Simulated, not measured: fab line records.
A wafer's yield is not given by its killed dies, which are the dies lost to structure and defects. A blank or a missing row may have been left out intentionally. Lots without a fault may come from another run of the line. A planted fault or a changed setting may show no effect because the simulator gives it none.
2 desks looking at one fault + flow gf180mcu + only its own numbers are on each desk; what lay behind them is given at the end

TOOL OWNER'S DESK, rie-diel-02
The tool's own readings at GF_HV_LDD_ETCHBACK_58 (etches Si3N4 in CH3F/O2, stops on SiO2, time 100 s, target depth 90 nm): means of the sampled wafers that have a number, for each lot that ran on this tool. Marked OUT: a lot whose mean sits more than 4 standard deviations from the usual mean, which makes it out of limits; the brackets give that distance.
Columns: A = O2_flow_sccm at GF_HV_LDD_ETCHBACK_58, usual 29.99 sccm; B = drypump-motor-current-A at GF_HV_LDD_ETCHBACK_58, usual 5.7 A; C = oes-product-au at GF_HV_LDD_ETCHBACK_58, usual 0.845 a.u.; D = rf-fwd-power-W at GF_HV_LDD_ETCHBACK_58, usual 397.5 W; E = throttle-valve-pct at GF_HV_LDD_ETCHBACK_58, usual 10.563 %
| lot  | first seen here | A     | B   | C     | D     | E      |
|------|-----------------|-------|-----|-------|-------|--------|
| L109 | day 12 11:19    | 29.98 | 5.3 | 0.850 | 396.3 | 10.559 |
| L111 | day 13 09:25    | 30.08 | 5.4 | 0.842 | 398.2 | 10.558 |
| L113 | day 14 06:08    | 29.99 | 5.6 | 0.846 | 396.6 | 10.556 |
| L115 | day 14 14:11    | 30.04 | 5.1 | 0.842 | 396.7 | 10.563 |
| L116 | day 14 21:03    | 30.03 | 5.8 | 0.841 | 398.3 | 10.561 |
| L119 | day 15 21:53    | 29.96 | 5.6 | 0.843 | 397.2 | 10.565 |
| L129 | day 19 08:48    | 29.99 | 5.8 | 0.841 | 397.6 | 10.567 |
| L131 | day 20 02:13    | 30.04 | 5.5 | 0.834 | 397.4 | 10.572 |
Finding of this desk: none of the 8 lots has anything out of limits.

AT THE METROLOGY DESK
Means of the sampled wafers that have a number, per lot and without regard to the tool the lot ran on: this is what the gauges read. Marked OUT: a lot whose mean sits more than 4 standard deviations from the usual mean, which makes it out of limits; the brackets give that distance.
Columns: A = cd-nm at GF_M5_CD_MEAS_07, usual 280.2 nm
| lot  | first seen here | A     |
|------|-----------------|-------|
| L109 | day 26 06:47    | 281.6 |
| L110 | day 26 21:11    | 280.6 |
| L111 | day 27 06:11    | 280.0 |
| L112 | day 27 12:26    | 279.5 |
| L113 | day 28 02:08    | 279.7 |
| L114 | day 28 04:49    | 279.5 |
| L115 | day 28 08:03    | 280.2 |
| L116 | day 28 15:29    | 279.0 |
| L119 | day 29 14:56    | 280.3 |
| L120 | day 29 16:02    | 279.5 |
| L129 | day 32 05:04    | 282.6 |
| L131 | day 32 16:22    | 280.0 |
| L132 | day 32 22:10    | 279.3 |
Finding of this desk: none of the 13 lots has anything out of limits.

TAKEN TOGETHER
Nothing out of limits was seen by the tool owner's desk.
The metrology desk saw nothing out of limits.

WHAT THE SIMULATOR HAD PUT IN
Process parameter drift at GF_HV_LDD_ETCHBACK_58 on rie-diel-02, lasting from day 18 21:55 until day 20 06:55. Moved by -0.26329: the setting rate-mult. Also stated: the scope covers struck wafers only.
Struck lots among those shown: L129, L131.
